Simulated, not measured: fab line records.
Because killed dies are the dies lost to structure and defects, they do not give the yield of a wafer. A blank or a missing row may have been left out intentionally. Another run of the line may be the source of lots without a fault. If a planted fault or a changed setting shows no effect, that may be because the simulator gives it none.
Struck lot and sound lot, side by side + flow sky130 + 15 out of 708 route steps
Sound: these wafers, L751.3, L751.5, L751.6. Struck: wafer L742.3 (L742.1, L742.2, from the same lot, were not struck and are left out); the cause is given at the end.
Per side, at each step with rows, come the tool, then ch with its chambers, and then its first start. Under that, the readings that differ: sound wafers + struck wafers + difference of the means + sigmas: that difference in standard deviations of wafers without a fault.
alike: same words and numbers on both sides, and readings whose means sit less than 2 such deviations apart. not compared: any withheld reading, any reading some wafer has no value for, any bound like >300 that may hide the same value, and any number with overlapping values for which the record gives no deviation.
The two part at a step that has a row with sigmas, a row that says differs or no value, or rows on one side only. Non-overlapping numbers with no deviation appear without sigmas and do not part them. Lack of a reading on every wafer of one side parts them only where that side has two or more wafers.

first, 2 steps without rows for these wafers: SKY_METAL4_PEB_11; SKY_METAL4_DEVELOP_12 (develop time 60 s).
SKY_METAL4_CD_MEAS_13: the cd target is 300 nm.
  sound on cd-sem-01, day 45 22:56; struck on cd-sem-01, day 43 06:27
  alike: cd-nm
SKY_METAL4_OVL_MEAS_14:
  sound on overlay-02, day 45 23:02; struck on overlay-02, day 43 06:34
  alike: METAL4_OVL
then, 1 step without rows for these wafers: SKY_METAL4_DESCUM_15 (chemistry O2, time 8 s).
SKY_METAL4_ETCH_16: etches BARC in N2/H2, stops on SiO2, time 88.2 s, target depth 60 nm.
  sound on rie-metal-01 ch 0,1, day 45 23:07; struck on rie-metal-01 ch 0, day 43 06:38
  alike: drypump-motor-current-A, oes-product-au, throttle-valve-pct
  not compared: rf-hours-counter-h
SKY_METAL4_ETCH_17: etches SiO2 in C4F8/O2/Ar, stops on TiN, time 3.9 s, target depth 15 nm.
  sound on rie-diel-04 ch 1,2,3, day 45 23:11; struck on rie-diel-04 ch 0, day 43 06:44
  alike: oes-product-au
  not compared: rf-hours-counter-h
SKY_METAL4_METAL_ETCH_18: etches the open film in Cl2/BCl3, stops on SiO2, target depth 845 nm, time 183.1 s.
  sound on rie-metal-03 ch 0,1, day 45 23:16; struck on rie-metal-02 ch 1, day 43 06:46
  alike: drypump-motor-current-A, mfc-cl2-sccm, oes-product-au, throttle-valve-pct
  not compared: rf-hours-counter-h
SKY_METAL4_STRIP_19: strips in O2/N2.
  sound on plasma-asher-04 ch 0,1, day 45 23:25; struck on plasma-asher-03 ch 0, day 43 06:56
  alike: drypump-motor-current-A, oes-product-au, strip-time-to-endpoint-s
  not compared: rf-hours-counter-h
then, 3 steps without rows for these wafers: SKY_METAL4_STRIP_20 (strips in post etch residue remover, time 1200 s); SKY_METAL4_CLEAN_21 (cleans in IPA, time 180 s); SKY_METAL4_CLEAN_22 (cleans in O3/DIW).
SKY_VIA4_HDPCVD_00: deposits SiO2, target thk 1750 nm, time 291.7 s.
  sound on hdpcvd-01 ch 0,1, day 45 23:59; struck on hdpcvd-02 ch 0, day 43 07:34
| reading                                  | sound             | struck | difference | sigmas      |
|------------------------------------------|-------------------|--------|------------|-------------|
| run-length-s (s)                         | 319.2 319.6 319.0 | 401.0  | +81.7      | +99 or more |
| model.SiO2_of_VIA4_HDPCVD_00.thk-nm (nm) | 1767 1757 1751    | 2254   | +496       |             |
SKY_VIA4_THK_MEAS_01:
  sound on film-metro-01, day 46 00:11; struck on film-metro-01, day 43 07:44
| reading              | sound          | struck | difference | sigmas |
|----------------------|----------------|--------|------------|--------|
| VIA4_HDPCVD_THK (nm) | 1768 1758 1750 | 2254   | +495       | +25    |
SKY_VIA4_CMP_02: polishes SiO2.
  sound on cmp-01 ch 0,1,3, day 46 00:22; struck on cmp-01 ch 2, day 43 07:48
  alike: motor-current-A, platen-rpm, slurry-flow-ml-min

== WHERE THEY PART ==
Earliest at SKY_VIA4_HDPCVD_00; latest, in this record, at SKY_VIA4_THK_MEAS_01. Later steps at which nothing parts them and some readings are alike: SKY_VIA4_CMP_02.

WHY: whatever the simulator had introduced
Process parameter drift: hdpcvd-02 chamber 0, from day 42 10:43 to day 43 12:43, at SKY_VIA4_HDPCVD_00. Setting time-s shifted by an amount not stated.
